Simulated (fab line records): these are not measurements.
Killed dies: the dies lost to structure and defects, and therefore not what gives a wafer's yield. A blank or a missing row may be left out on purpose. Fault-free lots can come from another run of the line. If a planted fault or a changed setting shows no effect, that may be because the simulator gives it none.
The tool behind it: which one? | flow sky130 | 12 lots with 36 wafers sampled at 4 steps, on a route of 708 steps

== WHAT THE GAUGES READ, wafer by wafer ==
SKY_FIELD_ISO_BOW_MEAS_00.
lot  | measured    | on            | INCOMING_BOW (um)
L204 | day 1 15:01 | film metro-03 | 1 5 4
L208 | day 2 11:01 | film metro-02 | -6 -7 4
L209 | day 2 16:01 | film metro-03 | 6 11 0
L210 | day 2 21:02 | film metro-02 | -3 2 -6
L211 | day 3 02:00 | film metro-02 | -2 0 -3
L219 | day 4 18:00 | film metro-02 | 6 9 12
L220 | day 4 23:00 | film metro-02 | 5 -7 14
L221 | day 5 04:04 | film metro-03 | 5 15 0
L222 | day 5 09:01 | film metro-04 | 3 -2 -11
L224 | day 5 19:02 | film metro-03 | -6 9 3
L225 | day 6 00:04 | film metro-03 | -3 -7 -8
L226 | day 6 05:01 | film metro-04 | -6 3 11

SKY_SONOS_ONO_THK_MEAS_01.
lot  | measured     | on            | SONOS_ONO_OXIDATION_THK (nm)
L204 | day 11 21:10 | film metro-04 | 2.56 2.51 2.49
L208 | day 13 07:16 | film metro-02 | 2.58 2.61 2.55
L209 | day 13 14:07 | film metro-04 | 2.92 2.93 2.89
L210 | day 13 18:29 | film metro-02 | 2.96 2.98 3.01
L211 | day 13 22:02 | film metro-03 | 2.66 2.67 2.66
L219 | day 17 04:42 | film metro-02 | 2.60 2.62 2.66
L220 | day 17 09:57 | film metro-02 | 2.65 2.53 2.68
L221 | day 17 15:16 | film metro-02 | 2.51 2.58 2.61
L222 | day 17 19:31 | film metro-02 | 2.68 2.67 2.68
L224 | day 18 13:01 | film metro-03 | 2.50 2.55 2.51
L225 | day 18 17:41 | film metro-04 | 2.68 2.67 2.65
L226 | day 19 03:04 | film metro-03 | 2.60 2.56 2.56

SKY_RES_XHIGH_TW_MEAS_09.
lot  | measured     | on            | RES_XHIGH_TW
L204 | day 26 21:08 | film metro-02 | 1661 1663 1648
L208 | day 28 19:22 | film metro-01 | 1634 1644 1633
L209 | day 29 09:08 | film metro-02 | 1671 1666 1663
L210 | day 29 10:28 | film metro-01 | 1653 1653 1656
L211 | day 29 13:36 | film metro-01 | 1651 1661 1645
L219 | day 33 04:55 | film metro-04 | 1598 1599 1599
L220 | day 33 06:30 | film metro-02 | 1669 1672 1674
L221 | day 33 06:05 | film metro-04 | 1602 1602 1596
L222 | day 33 08:19 | film metro-02 | 1662 1666 1671
L224 | day 33 15:05 | film metro-02 | 1659 1673 1658
L225 | day 33 19:21 | film metro-01 | 1653 1647 1646
L226 | day 34 03:10 | film metro-04 | 1602 1595 1606

== WHAT TOOL EACH LOT RAN ON (gives the tool, then ch and the chambers of the sampled wafers, and finally the start) ==
lot  | SKY_SONOS_ONO_OXIDATION_00
L204 | furnace-02 ch 0, day 11 19:48
L208 | furnace-02 ch 0, day 13 05:55
L209 | furnace-02 ch 0, day 13 12:46
L210 | furnace-02 ch 0, day 13 17:07
L211 | furnace-01 ch 0, day 13 20:41
L219 | furnace-01 ch 0, day 17 03:21
L220 | furnace-01 ch 0, day 17 08:37
L221 | furnace-01 ch 0, day 17 13:53
L222 | furnace-01 ch 0, day 17 18:10
L224 | furnace-02 ch 0, day 18 11:38
L225 | furnace-02 ch 0, day 18 16:19
L226 | furnace-01 ch 0, day 19 01:43
- SKY_SONOS_ONO_OXIDATION_00: stabilise 600 s, purge 300 s, target thk 2.6 nm.

== AS READ BY THE TOOLS THEMSELVES (means over the sampled wafers that have a number; for cases with no such wafer, the mark the record gives instead) ==
SKY_SONOS_ONO_OXIDATION_00.
lot  | tool       | spike tc bottom C (C) | spike tc lower C (C)
L204 | furnace-02 | 814.7                 | 801.5
L208 | furnace-02 | 815.8                 | 800.9
L209 | furnace-02 | 815.8                 | 801.9
L210 | furnace-02 | 815.2                 | 801.6
L211 | furnace-01 | 819.7                 | 799.0
L219 | furnace-01 | 818.6                 | 800.2
L220 | furnace-01 | 819.3                 | 799.6
L221 | furnace-01 | 818.9                 | 800.1
L222 | furnace-01 | 818.6                 | 801.1
L224 | furnace-02 | 815.4                 | 800.9
L225 | furnace-02 | 815.6                 | 801.7
L226 | furnace-01 | 818.9                 | 799.8

== THE ANSWER, worked out from the rows above alone ==
Rule: the usual values come from the lots themselves. Put in order of their means at a reading, lots are off if they are a third of the lots or fewer, leave a main group of 4 or more, and stand apart from it by a gap of 3 or more times the standard deviation of the main group's means; of several such gaps the widest counts. If all means in a main group match to the digits the tables above print for the reading, that group is not used. Also off: a lot with no number at a reading for which 4 or more lots have one. Any other lot the step has rows for is counted as sound. First the gauges in route order, then the tools' own readings, where a lot's mean is used as printed above. At the first step where some lot is off, the reading lying furthest off is the one used; lots without a number count as furthest.
Off: L209, L210, seen at SKY_SONOS_ONO_THK_MEAS_01 (SONOS_ONO_OXIDATION_THK). Main group: mean 2.60 nm, sd 0.055.
If a tool, at a process step before that reading, ran all the lots that are off and no sound lot after the first of them, it fits. Gauges at SKY_SONOS_ONO_THK_MEAS_01: tried the same way as those tools. Of those tried, none fits.

== WHAT THE SIMULATOR HAD INSERTED ==
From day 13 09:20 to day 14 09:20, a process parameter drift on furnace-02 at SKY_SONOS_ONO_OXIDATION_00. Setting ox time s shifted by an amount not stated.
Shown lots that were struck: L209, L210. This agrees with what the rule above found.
